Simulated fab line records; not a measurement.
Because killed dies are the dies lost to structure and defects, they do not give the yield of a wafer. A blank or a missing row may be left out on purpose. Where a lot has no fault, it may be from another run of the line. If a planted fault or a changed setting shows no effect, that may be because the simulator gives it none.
Chamber matching :: flow gf180mcu :: 4 sister chambers for GF_V5_CMP_04 on cmp-01
The step polishes SiO2. 4 wafers are shown with their chamber, then 7 later ones without.

## EACH WAFER AND ITS CHAMBER
wafer: L544.6
chamber: 3
motor current A (A): 13.7

wafer: L555.1
chamber: 2
motor current A (A): 13.6

wafer: L560.2
chamber: 0
motor current A (A): 11.3

wafer: L560.4
chamber: 1
motor current A (A): 11.8

## WAFERS WITH NO CHAMBER GIVEN
wafer: L560.5
motor current A (A): 13.3

wafer: L563.1
motor current A (A): 11.5

wafer: L563.4
motor current A (A): 13.4

wafer: L563.5
motor current A (A): 13.1

wafer: L565.2
motor current A (A): 11.4

wafer: L565.3
motor current A (A): 13.8

wafer: L565.6
motor current A (A): 11.0

## CHAMBER TAKEN BY EACH
wafer: L560.5
from the rows above: can't be placed: 2 or 3
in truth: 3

wafer: L563.1
from the rows above: can't be placed: 0 or 1
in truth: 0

wafer: L563.4
from the rows above: can't be placed: 2 or 3
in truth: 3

wafer: L563.5
from the rows above: can't be placed: 2 or 3
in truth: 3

wafer: L565.2
from the rows above: can't be placed: 0 or 1
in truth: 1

wafer: L565.3
from the rows above: can't be placed: 3 or 2
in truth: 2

wafer: L565.6
from the rows above: can't be placed: 0 or 1
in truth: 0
0 of 7 placed correctly. From these rows, 7 cannot be placed; in 7 the true chamber is one of the candidates. Placed wrongly: 0.
How it was worked out, from the rows above alone: a wafer's distance from a chamber is the root of the sum, over the readings, of the square of ((its reading less the chamber's mean) divided by the reading's scatter). The wafer belongs to the nearest chamber; if the next one is less than 2 further off, it can't be placed. The mean given for a chamber averages the wafers shown for that chamber. The scatter: with one shown wafer a chamber, the root of the mean of the squares of how far each hidden wafer lies from its nearest shown one.
